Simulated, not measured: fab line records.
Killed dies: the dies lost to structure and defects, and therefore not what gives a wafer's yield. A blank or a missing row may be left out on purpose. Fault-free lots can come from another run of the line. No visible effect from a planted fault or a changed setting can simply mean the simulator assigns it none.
Which tool was responsible? / flow gf180mcu / Sampling: 13 lots, 39 wafers, 3 of 602 route steps

## WHAT EACH GAUGE READ, for each wafer
GF_V2_THK_MEAS_03.
lot=L954; measured=day 19 01:38; on=film_metro-01; V2_CVD_02_THK (nm)=836 836 862
lot=L956; measured=day 20 03:03; on=film_metro-01; V2_CVD_02_THK (nm)=848 868 860
lot=L958; measured=day 21 01:55; on=film_metro-01; V2_CVD_02_THK (nm)=860 863 847
lot=L959; measured=day 21 17:21; on=film_metro-01; V2_CVD_02_THK (nm)=841 852 884
lot=L961; measured=day 22 01:09; on=film_metro-04; V2_CVD_02_THK (nm)=832 840 871
lot=L962; measured=day 22 10:22; on=film_metro-04; V2_CVD_02_THK (nm)=845 866 847
lot=L965; measured=day 23 12:43; on=film_metro-04; V2_CVD_02_THK (nm)=859 871 868
lot=L969; measured=day 24 14:49; on=film_metro-01; V2_CVD_02_THK (nm)=858 890 856
lot=L971; measured=day 25 07:38; on=film_metro-02; V2_CVD_02_THK (nm)=839 835 847
lot=L972; measured=day 25 18:23; on=film_metro-04; V2_CVD_02_THK (nm)=833 833 856
lot=L975; measured=day 26 12:23; on=film_metro-02; V2_CVD_02_THK (nm)=837 850 849
lot=L976; measured=day 26 18:34; on=film_metro-01; V2_CVD_02_THK (nm)=854 855 855
lot=L977; measured=day 27 02:22; on=film_metro-02; V2_CVD_02_THK (nm)=829 830 856

GF_M3_CD_MEAS_14: the cd target is 280 nm.
lot=L954; measured=day 21 04:33; on=cd_sem-01; cd_nm (nm)=280.4 279.5 279.8
lot=L956; measured=day 22 05:04; on=cd_sem-02; cd_nm (nm)=279.5 278.7 279.1
lot=L958; measured=day 23 03:51; on=cd_sem-01; cd_nm (nm)=281.4 282.0 281.4
lot=L959; measured=day 23 18:14; on=cd_sem-02; cd_nm (nm)=279.4 280.3 280.3
lot=L961; measured=day 24 01:38; on=cd_sem-02; cd_nm (nm)=281.7 280.5 280.5
lot=L962; measured=day 24 10:02; on=cd_sem-01; cd_nm (nm)=281.8 281.5 281.0
lot=L965; measured=day 25 10:07; on=cd_sem-01; cd_nm (nm)=279.0 281.4 280.9
lot=L969; measured=day 26 12:11; on=cd_sem-01; cd_nm (nm)=280.5 280.1 279.6
lot=L971; measured=day 27 04:35; on=cd_sem-01; cd_nm (nm)=281.4 281.4 281.2
lot=L972; measured=day 27 13:29; on=cd_sem-01; cd_nm (nm)=282.1 283.0 282.2
lot=L975; measured=day 28 07:15; on=cd_sem-02; cd_nm (nm)=277.7 278.8 279.2
lot=L976; measured=day 28 13:07; on=cd_sem-01; cd_nm (nm)=277.6 277.9 277.5
lot=L977; measured=day 28 20:07; on=cd_sem-01; cd_nm (nm)=279.4 279.6 281.5

## EACH LOT AND THE TOOL THAT RAN IT (in order: tool; ch and the chambers of the sampled wafers; start)
lot=L954; GF_M3_SPUTTER_04=pvd_sputter-03, day 20 03:45
lot=L956; GF_M3_SPUTTER_04=pvd_sputter-02, day 21 05:16
lot=L958; GF_M3_SPUTTER_04=pvd_sputter-02, day 22 04:25
lot=L959; GF_M3_SPUTTER_04=pvd_sputter-03, day 22 19:10
lot=L961; GF_M3_SPUTTER_04=pvd_sputter-02, day 23 02:57
lot=L962; GF_M3_SPUTTER_04=pvd_sputter-03, day 23 11:54
lot=L965; GF_M3_SPUTTER_04=pvd_sputter-02, day 24 12:44
lot=L969; GF_M3_SPUTTER_04=pvd_sputter-04, day 25 14:42
lot=L971; GF_M3_SPUTTER_04=pvd_sputter-04, day 26 07:19
lot=L972; GF_M3_SPUTTER_04=pvd_sputter-04, day 26 17:36
lot=L975; GF_M3_SPUTTER_04=pvd_sputter-03, day 27 11:23
lot=L976; GF_M3_SPUTTER_04=pvd_sputter-03, day 27 18:05
lot=L977; GF_M3_SPUTTER_04=pvd_sputter-02, day 28 00:32
- GF_M3_SPUTTER_04: material TiN, target thk 50 nm, time 41.7 s.

## WHAT THE TOOLS THEMSELVES READ (means of the sampled wafers that have a number; where no wafer has one, the mark that the record gives instead)
GF_M3_SPUTTER_04.
lot=L954; tool=pvd_sputter-03; chamber_pressure_pa (Pa)=0.4004; throttle_valve_pct (%)=29.7
lot=L956; tool=pvd_sputter-02; chamber_pressure_pa (Pa)=0.4012; throttle_valve_pct (%)=30.4
lot=L958; tool=pvd_sputter-02; chamber_pressure_pa (Pa)=0.3998; throttle_valve_pct (%)=30.8
lot=L959; tool=pvd_sputter-03; chamber_pressure_pa (Pa)=0.4003; throttle_valve_pct (%)=29.9
lot=L961; tool=pvd_sputter-02; chamber_pressure_pa (Pa)=0.4005; throttle_valve_pct (%)=30.6
lot=L962; tool=pvd_sputter-03; chamber_pressure_pa (Pa)=0.4001; throttle_valve_pct (%)=30.7
lot=L965; tool=pvd_sputter-02; chamber_pressure_pa (Pa)=0.4004; throttle_valve_pct (%)=30.1
lot=L969; tool=pvd_sputter-04; chamber_pressure_pa (Pa)=0.4003; throttle_valve_pct (%)=30.0
lot=L971; tool=pvd_sputter-04; chamber_pressure_pa (Pa)=0.4625; throttle_valve_pct (%)=27.6
lot=L972; tool=pvd_sputter-04; chamber_pressure_pa (Pa)=0.4617; throttle_valve_pct (%)=27.7
lot=L975; tool=pvd_sputter-03; chamber_pressure_pa (Pa)=0.4001; throttle_valve_pct (%)=30.2
lot=L976; tool=pvd_sputter-03; chamber_pressure_pa (Pa)=0.3998; throttle_valve_pct (%)=30.4
lot=L977; tool=pvd_sputter-02; chamber_pressure_pa (Pa)=0.4011; throttle_valve_pct (%)=31.1

## THE ANSWER, worked out from the rows above alone
Rule: the usual values come from the lots themselves. Put in order of their means at a reading, lots are off if they are a third of the lots or fewer, leave a main group of 4 or more, and stand apart from it by a gap of 3 or more times the standard deviation of the main group's means; of several such gaps the widest counts. The tables above print the reading to a certain number of digits; a main group whose means all agree to those digits is not used. A lot without any number at a reading at which 4 lots or more have one is off too. The other lots that the step has rows for count as sound. First the gauges in route order, then the tools' own readings, where a lot's mean is used as printed above. The first step at which some lot is off is used, and at that step the reading that is off furthest; a lot without a number counts as furthest.
Off: L971, L972, at GF_M3_SPUTTER_04 (chamber_pressure_pa). Mean 0.4004 Pa and standard deviation 0.00043 in the main group.
If a tool, at that step or one of the process steps before it, ran each lot that is off and ran no sound lot following the first of them, it fits. One candidate fits, namely pvd_sputter-04 at GF_M3_SPUTTER_04. A fault onset in the window from L969 (day 25 14:42, its last sound lot) to L971 (day 26 07:19, its first lot off) fits.
The tool's own readings at GF_M3_SPUTTER_04 bear it out: on the lots that are off they differ by more than 5 times the standard deviation of the sound lots' means. chamber_pressure_pa reads 0.4621 Pa there against 0.4004 Pa on the sound lots; throttle_valve_pct reads 27.6 % there against 30.4 % on the sound lots.

## WHAT WAS PUT IN BY THE SIMULATOR
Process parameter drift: pvd_sputter-04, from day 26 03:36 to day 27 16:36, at GF_M3_SPUTTER_04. A move of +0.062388 in setting chamber_pressure_pa, from 0.4. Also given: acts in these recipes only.
Shown lots that were struck: L971, L972. The rule above found the same.
